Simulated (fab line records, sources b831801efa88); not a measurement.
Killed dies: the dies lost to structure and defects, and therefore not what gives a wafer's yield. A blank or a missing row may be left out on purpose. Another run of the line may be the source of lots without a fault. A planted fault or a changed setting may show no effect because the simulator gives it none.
fab line records ; flow sky130
record: lots: 12; wafers: 36; last-day: 50
route steps=708 shown METAL2@486 METAL3@533 PAD_OPEN@708
lots with no fault: from the same line, run without faults
start-h: hours from the record's first day to the start of the lot's first wafer shown ; wait-h: hours since the lot's step before ; " repeats the value in the row above ; L1.1+2: a row that stands for several wafers ; - either no value or no given start ; * or withheld: withheld ; < > ~ a bound
route shown NAME@n: names a module that has steps shown in the file, with the first one's number in the route ; usual: average and standard deviation across the fault-free wafers ; same: alike in all rows ; chamber/n: place in a boat ; sites: per-site readings ; _std_site: standard deviation across them ; _edge_site: inner sites' mean taken away from outer sites' mean ; radius-mm: how far each site lies from the wafer's centre ; mask NAME#n: copy n ; behind: the most recent tool/chamber to have shaped the wafer ; hold: why the lot was held/for how many hours/how that ended ; device: the transistor (n, p or np) that didn't switch ; end of line: the tests these same wafers got at the end of their route ; step lacking rows: just its recipe ; killed: at the first sort, the dies lost to defects and structure; wafer yield is something else ; map: shows each die of a wafer: x if killed, . if not, _ if none is there
set.NAME: the setting the step ran with; set.NAME@STEP: the setting that earlier step ran with ; model.NAME: the simulator's own value behind a step, which no gauge read
route steps across a sampled set of lots; one table per step, one row per wafer
services: the hour from which a tool's chamber was out of use, counted from the record's first day as start-h (under 0 if before that day), plus the number of hours and why
== steps ==
step: SKY_METAL2_SPUTTER_03
recipe: material: Ti; target-thk-nm: 5; power-w: 3000; time-s: 3.3; chamber-pressure-pa: 0.4
usual: cathode-dc-power-W: 3000.0/0.6; chamber-pressure-pa: 0.4000/0.00073; throttle-valve-pct: 29.6/0.85
lot.wafer;tool;chamber;start-h;wait-h;cathode-dc-power-W;chamber-pressure-pa;throttle-valve-pct
L980.1;pvd-sputter-04;-;808.17;0.0;3000.3;0.3997;28.4
L980.4;pvd-sputter-04;-;808.17;0.0;2999.1;0.4007;29.3
L980.6;pvd-sputter-04;-;808.17;0.0;2999.3;0.3988;30.9
L981.2;pvd-sputter-04;-;810.93;0.0;3000.2;0.4004;29.6
L981.3;pvd-sputter-04;-;810.93;0.0;3000.8;0.3995;29.7
L981.6;pvd-sputter-04;-;810.93;0.0;2999.5;0.3999;28.1
L982.3;pvd-sputter-01;-;822.58;0.0;2999.7;0.3999;30.4
L982.5;pvd-sputter-01;-;822.58;0.0;2999.9;0.3995;29.3
L982.6;pvd-sputter-01;-;822.58;0.0;3000.4;0.3999;29.7
L983.3;pvd-sputter-01;-;833.99;0.0;2999.4;0.4001;29.5
L983.4;pvd-sputter-01;-;833.99;0.0;2999.9;0.3995;30.3
L983.5;pvd-sputter-01;-;833.99;0.0;3000.3;0.3991;29.4
L985.1;pvd-sputter-03;-;845.20;0.0;3000.4;0.4015;28.1
L985.4;pvd-sputter-03;-;845.20;0.0;3000.5;0.3992;29.4
L985.6;pvd-sputter-03;-;845.20;0.0;3000.1;0.3994;30.5
L989.2;pvd-sputter-04;-;874.52;0.0;2999.0;0.3997;28.1
L989.5;pvd-sputter-04;-;874.52;0.0;2999.4;0.3991;28.2
L989.6;pvd-sputter-04;-;874.52;0.0;3000.0;0.3987;30.9
L992.2;pvd-sputter-04;-;885.08;0.0;3000.7;0.4002;29.5
L992.5;pvd-sputter-04;-;885.08;0.0;2999.2;0.4002;30.8
L992.6;pvd-sputter-04;-;885.08;0.0;3000.7;0.4014;28.0
L998.2;pvd-sputter-04;-;923.16;0.0;2999.7;0.4001;29.5
L998.3;pvd-sputter-04;-;923.16;0.0;3000.5;0.3992;29.3
L998.4;pvd-sputter-04;-;923.16;0.0;2999.5;0.4001;28.4
L999.1;pvd-sputter-01;-;929.18;0.0;2999.8;0.4004;29.6
L999.3;pvd-sputter-01;-;929.18;0.0;3000.1;0.4004;29.4
L999.5;pvd-sputter-01;-;929.18;0.0;3000.4;0.3996;29.3
L101.1;pvd-sputter-04;-;948.07;0.0;3000.2;0.3991;28.2
L101.3;pvd-sputter-04;-;948.07;0.0;3000.2;0.3992;29.2
L101.6;pvd-sputter-04;-;948.07;0.0;3000.0;0.3990;27.9
L102.1;pvd-sputter-01;-;948.33;0.0;3000.5;0.4000;29.7
L102.3;pvd-sputter-01;-;948.33;0.0;3000.1;0.4003;30.3
L102.4;pvd-sputter-01;-;948.33;0.0;2998.8;0.4000;29.5
L103.1;pvd-sputter-01;-;955.05;0.0;3000.3;0.4002;29.1
L103.3;pvd-sputter-01;-;955.05;0.0;2999.6;0.3990;29.6
L103.4;pvd-sputter-01;-;955.05;0.0;3000.0;0.3998;30.3
step: SKY_METAL2_SPUTTER_04
recipe: material: TiN; target-thk-nm: 70; power-w: 6500; time-s: 58.3; chamber-pressure-pa: 0.4
usual: cathode-dc-power-W: 6500.1/1.2; chamber-pressure-pa: 0.4000/0.00085; throttle-valve-pct: 29.6/0.86
lot.wafer;tool;chamber;start-h;wait-h;cathode-dc-power-W;chamber-pressure-pa;throttle-valve-pct
L980.1;pvd-sputter-04;-;808.19;0.0;6500.4;0.4005;28.0
L980.4;pvd-sputter-04;-;808.19;0.0;6500.8;0.4001;29.2
L980.6;pvd-sputter-04;-;808.19;0.0;6500.7;0.4024;30.9
L981.2;pvd-sputter-04;-;810.95;0.0;6499.7;0.3986;29.1
L981.3;pvd-sputter-04;-;810.95;0.0;6501.1;0.3995;29.4
L981.6;pvd-sputter-04;-;810.95;0.0;6499.9;0.4007;28.0
L982.3;pvd-sputter-01;-;822.60;0.0;6500.3;0.4016;30.5
L982.5;pvd-sputter-01;-;822.60;0.0;6499.5;0.3993;29.4
L982.6;pvd-sputter-01;-;822.60;0.0;6499.4;0.4008;29.6
L983.3;pvd-sputter-01;-;834.01;0.0;6502.2;0.3991;29.6
L983.4;pvd-sputter-01;-;834.01;0.0;6499.0;0.3993;30.3
L983.5;pvd-sputter-01;-;834.01;0.0;6500.7;0.3995;29.5
L985.1;pvd-sputter-03;-;845.22;0.0;6501.1;0.4012;28.6
L985.4;pvd-sputter-03;-;845.22;0.0;6501.0;0.3999;29.2
L985.6;pvd-sputter-03;-;845.22;0.0;6501.5;0.3992;30.6
L989.2;pvd-sputter-04;-;874.54;0.0;6500.2;0.4003;28.0
L989.5;pvd-sputter-04;-;874.54;0.0;6500.1;0.4000;28.0
L989.6;pvd-sputter-04;-;874.54;0.0;6499.4;0.3997;30.8
L992.2;pvd-sputter-04;-;885.10;0.0;6499.3;0.3998;29.3
L992.5;pvd-sputter-04;-;885.10;0.0;6498.6;0.4027;30.8
L992.6;pvd-sputter-04;-;885.10;0.0;6498.3;0.4007;27.9
L998.2;pvd-sputter-04;-;923.18;0.0;6497.9;0.3995;29.6
L998.3;pvd-sputter-04;-;923.18;0.0;6500.3;0.3999;29.5
L998.4;pvd-sputter-04;-;923.18;0.0;6500.8;0.4018;28.2
L999.1;pvd-sputter-01;-;929.20;0.0;6501.3;0.3992;29.7
L999.3;pvd-sputter-01;-;929.20;0.0;6501.7;0.3993;29.3
L999.5;pvd-sputter-01;-;929.20;0.0;6499.2;0.3995;29.2
L101.1;pvd-sputter-04;-;948.09;0.0;6500.3;0.4003;28.2
L101.3;pvd-sputter-04;-;948.09;0.0;6499.0;0.3997;29.3
L101.6;pvd-sputter-04;-;948.09;0.0;6498.9;0.4003;27.8
L102.1;pvd-sputter-01;-;948.35;0.0;6499.1;0.4001;29.9
L102.3;pvd-sputter-01;-;948.35;0.0;6500.4;0.3995;30.2
L102.4;pvd-sputter-01;-;948.35;0.0;6500.3;0.4006;29.3
L103.1;pvd-sputter-01;-;955.07;0.0;6500.3;0.3993;29.4
L103.3;pvd-sputter-01;-;955.07;0.0;6501.9;0.4002;29.8
L103.4;pvd-sputter-01;-;955.07;0.0;6500.1;0.4007;30.6
step: SKY_METAL2_OVL_MEAS_16
usual: METAL2_OVL: 0/5.4
lot.wafer;tool;chamber;start-h;wait-h;METAL2_OVL[nm]
L980.1;overlay-02;-;834.96;0.1;0
L980.4;overlay-02;-;834.96;0.1;-2
L980.6;overlay-02;-;834.96;0.1;5
L981.2;overlay-01;-;837.51;0.1;5
L981.3;overlay-01;-;837.51;0.1;6
L981.6;overlay-01;-;837.51;0.1;4
L982.3;overlay-01;-;849.16;0.1;-4
L982.5;overlay-01;-;849.16;0.1;-2
L982.6;overlay-01;-;849.16;0.1;-3
L983.3;overlay-02;-;860.00;0.1;-1
L983.4;overlay-02;-;860.00;0.1;5
L983.5;overlay-02;-;860.00;0.1;1
L985.1;overlay-02;-;870.86;0.1;7
L985.4;overlay-02;-;870.86;0.1;6
L985.6;overlay-02;-;870.86;0.1;11
L989.2;overlay-02;-;899.95;0.1;-1
L989.5;overlay-02;-;899.95;0.1;-6
L989.6;overlay-02;-;899.95;0.1;2
L992.2;overlay-01;-;910.11;0.1;1
L992.5;overlay-01;-;910.11;0.1;-4
L992.6;overlay-01;-;910.11;0.1;0
L998.2;overlay-01;-;947.51;0.1;2
L998.3;overlay-01;-;947.51;0.1;-7
L998.4;overlay-01;-;947.51;0.1;1
L999.1;overlay-02;-;953.80;0.1;-9
L999.3;overlay-02;-;953.80;0.1;-1
L999.5;overlay-02;-;953.80;0.1;-3
L101.1;overlay-02;-;971.70;0.1;15
L101.3;overlay-02;-;971.70;0.1;7
L101.6;overlay-02;-;971.70;0.1;7
L102.1;overlay-01;-;972.86;0.1;1
L102.3;overlay-01;-;972.86;0.1;2
L102.4;overlay-01;-;972.86;0.1;5
L103.1;overlay-02;-;979.71;0.1;3
L103.3;overlay-02;-;979.71;0.1;3
L103.4;overlay-02;-;979.71;0.1;4
step: SKY_METAL3_SPUTTER_01
recipe: material: TiN; target-thk-nm: 20; power-w: 6500; time-s: 16.7; chamber-pressure-pa: 0.4
usual: cathode-dc-power-W: 6500.0/1.1; chamber-pressure-pa: 0.4001/0.00082; throttle-valve-pct: 30.1/1.2
lot.wafer;tool;chamber;start-h;wait-h;cathode-dc-power-W;chamber-pressure-pa;throttle-valve-pct
L980.1;pvd-sputter-02;-;863.37;0.0;6501.8;0.3999;33.0
L980.4;pvd-sputter-02;-;863.37;0.0;6499.6;0.4004;31.9
L980.6;pvd-sputter-02;-;863.37;0.0;6500.6;0.4011;30.6
L981.2;pvd-sputter-03;-;865.92;0.0;6500.5;0.3988;29.3
L981.3;pvd-sputter-03;-;865.92;0.0;6501.4;0.3999;28.0
L981.6;pvd-sputter-03;-;865.92;0.0;6499.9;0.4005;28.0
L982.3;pvd-sputter-01;-;877.46;0.0;6498.7;0.4000;29.6
L982.5;pvd-sputter-01;-;877.46;0.0;6497.9;0.4007;29.6
L982.6;pvd-sputter-01;-;877.46;0.0;6501.0;0.3998;30.3
L983.3;pvd-sputter-03;-;888.44;0.0;6500.9;0.4004;30.5
L983.4;pvd-sputter-03;-;888.44;0.0;6501.3;0.4004;30.6
L983.5;pvd-sputter-03;-;888.44;0.0;6498.8;0.4001;30.3
L985.1;pvd-sputter-02;-;898.59;0.0;6499.7;0.3991;30.6
L985.4;pvd-sputter-02;-;898.59;0.0;6499.0;0.3983;33.1
L985.6;pvd-sputter-02;-;898.59;0.0;6500.7;0.4001;30.4
L989.2;pvd-sputter-03;-;927.39;0.0;6499.6;0.4889;27.6
L989.5;pvd-sputter-03;-;927.39;0.0;6499.6;0.4896;27.4
L989.6;pvd-sputter-03;-;927.39;0.0;6497.9;0.4883;27.7
L992.2;pvd-sputter-03;-;937.81;0.0;6500.6;0.4888;25.5
L992.5;pvd-sputter-03;-;937.81;0.0;6499.8;0.4871;27.2
L992.6;pvd-sputter-03;-;937.81;0.0;6499.5;0.4883;27.5
L998.2;pvd-sputter-01;-;974.81;0.0;6497.6;0.3998;29.8
L998.3;pvd-sputter-01;-;974.81;0.0;6499.5;0.3990;29.6
L998.4;pvd-sputter-01;-;974.81;0.0;6499.2;0.3998;30.7
L999.1;pvd-sputter-02;-;980.79;0.0;6502.7;0.3993;30.4
L999.3;pvd-sputter-02;-;980.79;0.0;6499.6;0.3986;32.8
L999.5;pvd-sputter-02;-;980.79;0.0;6498.2;0.4005;29.6
L101.1;pvd-sputter-02;-;998.36;0.0;6500.2;0.4005;33.3
L101.3;pvd-sputter-02;-;998.36;0.0;6499.4;0.4000;29.4
L101.6;pvd-sputter-02;-;998.36;0.0;6500.2;0.4000;32.1
L102.1;pvd-sputter-01;-;999.52;0.0;6500.6;0.4001;29.7
L102.3;pvd-sputter-01;-;999.52;0.0;6498.7;0.4005;29.8
L102.4;pvd-sputter-01;-;999.52;0.0;6499.3;0.3982;29.2
L103.1;pvd-sputter-01;-;1006.08;0.0;6500.3;0.4003;29.6
L103.3;pvd-sputter-01;-;1006.08;0.0;6499.8;0.4012;29.8
L103.4;pvd-sputter-01;-;1006.08;0.0;6498.9;0.3991;29.4
step: SKY_PAD_OPEN_PROBE_99
usual: defect-limited-yield: 82.5/1.7; killed_at_M0_to_M3: 43/6.1; killed_at_M4_up: 3.5/2; killed-at-contacts: 25/5.1; killed-at-front-end: 14/4.2; killed-at-other: 0.3/0.55; killed-dies: 86/8.3; killed-open: 46/7.2; killed-short: 39/6; sort_bin_3_pad_short: 0.9/0.42; sort_bin_5_function: 10.3/1.4; sort_bin_6_memory: 6.3/1.1; sort_bin_8_speed: 0.00/0.017; sort-n-pass: 406/8.3; sort-yield-pct: 82.5/1.7
same: gross-dies: 492; killed-at-back-side: 0; sort_bin_4_leakage[%]: 0
lot.wafer;tool;chamber;start-h;wait-h;defect-limited-yield[%];killed_at_M0_to_M3;killed_at_M4_up;killed-at-contacts;killed-at-front-end;killed-at-other;killed-dies;killed-open;killed-short;sort_bin_3_pad_short[%];sort_bin_5_function[%];sort_bin_6_memory[%];sort_bin_8_speed[%];sort-n-pass;sort-yield-pct[%]
L981.2;prober-02;-;1087.45;0.1;82.9;41;6;22;15;0;84;42;42;1.0;10.0;6.1;0;408;82.9
L981.3;prober-02;-;1087.50;0.2;80.5;46;5;28;15;2;96;43;51;1.8;10.8;6.9;0;396;80.5
L981.6;prober-02;-;1087.65;0.2;82.3;37;7;26;17;0;87;47;37;0.2;12.0;5.5;0;405;82.3
L982.3;prober-02;-;1099.02;0.2;82.3;50;2;28;7;0;87;34;53;1.6;10.0;6.1;0;405;82.3
L982.5;prober-02;-;1099.12;0.2;82.1;52;2;21;13;0;88;53;35;0;10.4;7.5;0;404;82.1
L982.6;prober-02;-;1099.17;0.2;80.5;44;4;26;20;2;96;59;37;0.6;12.8;6.1;0;396;80.5
L983.3;prober-01;-;1106.74;0.2;79.9;49;3;30;17;0;99;56;43;1.2;12.8;6.1;0;393;79.9
L983.4;prober-01;-;1106.79;0.2;82.1;45;4;21;18;0;88;44;44;1.6;10.2;6.1;0;404;82.1
L983.5;prober-01;-;1106.84;0.2;81.7;49;5;25;11;0;90;48;42;1.0;9.8;7.5;0;402;81.7
L989.2;prober-02;-;1138.67;0.1;83.9;31;5;21;22;0;79;42;37;0.8;10.0;5.3;0;413;83.9
L989.5;prober-02;-;1138.82;0.2;79.7;52;4;21;23;0;100;49;50;1.0;12.0;7.3;0;392;79.7
L989.6;prober-02;-;1138.87;0.2;80.9;45;3;25;21;0;94;52;38;1.0;12.2;5.9;0;398;80.9
L992.2;prober-02;-;1146.03;0.1;82.9;40;8;26;10;0;84;45;39;0.2;11.6;5.3;0;408;82.9
L992.5;prober-02;-;1146.18;0.2;82.3;38;2;32;14;1;87;45;41;0.8;10.6;6.3;0;405;82.3
L992.6;prober-02;-;1146.23;0.2;84.1;40;2;29;7;0;78;41;36;0.4;10.6;4.9;0;414;84.1
L101.1;prober-02;-;1190.38;0.1;82.3;49;0;27;10;1;87;50;37;1.0;9.6;7.1;0;405;82.3
L101.3;prober-02;-;1190.48;0.2;83.9;47;2;18;12;0;79;33;46;1.0;10.0;5.1;0;413;83.9
L101.6;prober-02;-;1190.63;0.2;83.1;44;1;28;10;0;83;51;32;0.4;10.2;6.3;0;409;83.1
killed by level:class
L981.2 METAL2:geometric-particle:short=10 CONTACT:geometric-particle:open=8 VIA2:geometric-particle:open=7 METAL1:geometric-particle:short=6 VIA1:geometric-particle:open=6 LI_CONTACT:geometric-particle:open=5 METAL4:geometric-particle:short=4 VIA3:geometric-particle:open=4
L981.3 CONTACT:geometric-particle:short=10 VIA1:geometric-particle:open=9 LI_CONTACT:geometric-particle:open=7 VIA1:geometric-particle:short=7 VIA2:geometric-particle:open=6 VIA3:geometric-particle:open=6 CONTACT:geometric-particle:open=5 METAL2:geometric-particle:short=5
L981.6 CONTACT:geometric-particle:open=11 METAL1:geometric-particle:short=9 POLY_GATE:geometric-particle:open=6 LI_CONTACT:geometric-particle:open=6 VIA1:geometric-particle:open=6 VIA2:geometric-particle:open=5 VIA3:geometric-particle:open=5 FIELD_ISO:geometric-particle:short=4
L982.3 METAL2:geometric-particle:short=9 CONTACT:geometric-particle:open=8 METAL1:geometric-particle:short=7 VIA3:geometric-particle:short=7 VIA1:geometric-particle:open=6 CONTACT:geometric-particle:short=6 LI_CONTACT:geometric-particle:short=5 LI_CONTACT:geometric-particle:open=5
L982.5 VIA1:geometric-particle:open=16 VIA3:geometric-particle:open=8 CONTACT:geometric-particle:open=7 LI_CONTACT:geometric-particle:open=6 METAL1:geometric-particle:short=6 VIA2:geometric-particle:open=6 VIA1:geometric-particle:short=5 POLY_GATE:geometric-particle:short=4
L982.6 VIA1:geometric-particle:open=10 VIA3:geometric-particle:open=9 LI_CONTACT:geometric-particle:open=8 CONTACT:geometric-particle:open=7 POLY_GATE:geometric-particle:open=6 VIA3:geometric-particle:short=6 FIELD_ISO:geometric-particle:open=5 VIA2:geometric-particle:open=5
L983.3 VIA1:geometric-particle:open=11 VIA2:geometric-particle:open=9 VIA3:geometric-particle:open=8 CONTACT:geometric-particle:short=8 CONTACT:geometric-particle:open=7 LI_CONTACT:geometric-particle:open=6 VIA1:geometric-particle:short=6 METAL2:geometric-particle:short=6
L983.4 CONTACT:geometric-particle:open=11 VIA1:geometric-particle:open=8 VIA1:geometric-particle:short=7 POLY_GATE:geometric-particle:short=6 VIA2:geometric-particle:short=6 METAL1:geometric-particle:short=5 VIA3:geometric-particle:open=5 FIELD_ISO:geometric-particle:short=4
L983.5 VIA1:geometric-particle:open=14 CONTACT:geometric-particle:open=11 METAL3:geometric-particle:short=6 VIA2:geometric-particle:open=6 VIA3:geometric-particle:open=6 METAL1:geometric-particle:short=5 LI_CONTACT:geometric-particle:short=5 METAL4:geometric-particle:short=5
L989.2 VIA1:geometric-particle:open=7 CONTACT:geometric-particle:open=7 FIELD_ISO:geometric-particle:open=6 VIA1:geometric-particle:short=6 LOCAL_INTERCONNECT:geometric-particle:short=5 VIA3:geometric-particle:open=5 METAL4:geometric-particle:short=5 FIELD_ISO:geometric-particle:short=4
L989.5 METAL2:geometric-particle:short=9 FIELD_ISO:geometric-particle:short=8 VIA1:geometric-particle:open=8 VIA3:geometric-particle:open=8 CONTACT:geometric-particle:open=8 FIELD_ISO:geometric-particle:open=7 METAL1:geometric-particle:short=7 VIA2:geometric-particle:open=6
L989.6 VIA2:geometric-particle:open=9 LI_CONTACT:geometric-particle:open=8 VIA1:geometric-particle:open=8 CONTACT:geometric-particle:open=8 FIELD_ISO:geometric-particle:open=6 VIA3:geometric-particle:open=6 METAL2:geometric-particle:short=5 FIELD_ISO:geometric-particle:short=4
L992.2 VIA1:geometric-particle:open=12 CONTACT:geometric-particle:open=9 VIA3:geometric-particle:open=7 LI_CONTACT:geometric-particle:open=6 CONTACT:geometric-particle:short=6 METAL1:geometric-particle:short=5 VIA2:geometric-particle:short=5 METAL4:geometric-particle:short=5
L992.5 CONTACT:geometric-particle:open=15 METAL2:geometric-particle:short=12 VIA3:geometric-particle:open=7 LI_CONTACT:geometric-particle:open=6 CONTACT:geometric-particle:short=5 VIA1:geometric-particle:open=5 FIELD_ISO:geometric-particle:open=4 VIA1:geometric-particle:short=4
L992.6 VIA3:geometric-particle:open=12 CONTACT:geometric-particle:open=8 CONTACT:geometric-particle:short=7 METAL2:geometric-particle:short=7 LI_CONTACT:geometric-particle:open=6 LOCAL_INTERCONNECT:geometric-particle:short=4 VIA2:geometric-particle:open=4 LI_CONTACT:geometric-particle:short=3
L101.1 VIA1:geometric-particle:open=14 CONTACT:geometric-particle:open=11 VIA2:geometric-particle:open=9 CONTACT:geometric-particle:short=6 METAL1:geometric-particle:short=5 VIA1:geometric-particle:short=5 METAL2:geometric-particle:short=5 LI_CONTACT:geometric-particle:open=4
L101.3 VIA1:geometric-particle:open=10 CONTACT:geometric-particle:short=8 VIA2:geometric-particle:open=8 VIA1:geometric-particle:short=7 METAL2:geometric-particle:short=6 METAL1:geometric-particle:short=5 LI_CONTACT:geometric-particle:open=4 VIA2:geometric-particle:short=4
L101.6 VIA1:geometric-particle:open=14 METAL1:geometric-particle:short=9 VIA3:geometric-particle:open=9 CONTACT:geometric-particle:open=6 LI_CONTACT:geometric-particle:open=6 CONTACT:geometric-particle:short=5 VIA2:geometric-particle:open=4 LI_CONTACT:geometric-particle:short=4
== services ==
tool;chamber;start-h;hours;kind
pvd-sputter-02;-;796.10;2.3;repair
pvd-sputter-01;-;802.79;0.7;repair
pvd-sputter-03;-;865.21;0.6;repair
pvd-sputter-01;-;887.20;4.6;repair
pvd-sputter-04;-;890.47;2.5;repair
pvd-sputter-03;-;939.12;3.3;repair
pvd-sputter-01;-;978.97;3.1;repair
pvd-sputter-02;-;981.83;1.2;repair
pvd-sputter-03;-;1003.83;3.1;repair
== key ==
first-sign: step: SKY_METAL3_SPUTTER_01; reading: chamber-pressure-pa; direction: up; sigmas: 99+; usual: 0.4001; struck: 0.4885
effect: step: SKY_METAL3_SPUTTER_01; reading: throttle-valve-pct; direction: down; sigmas: 2.5; usual: 30.1; struck: 27.1
met-at SKY_METAL3_SPUTTER_01
struck-lots L989,L992
not-acting-at SKY_METAL2_SPUTTER_03,SKY_METAL2_SPUTTER_04,SKY_METAL2_OVL_MEAS_16
onset-between 888.44 927.39
fault: kind: process-parameter-drift; tool: pvd-sputter-03; chamber: -; onset-h: 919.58; steps: SKY_METAL3_SPUTTER_01; channel: chamber-pressure-pa; offset: 0.088182; shape: step; end-h: 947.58; acts-in: these-recipes-only; stated: 0.4
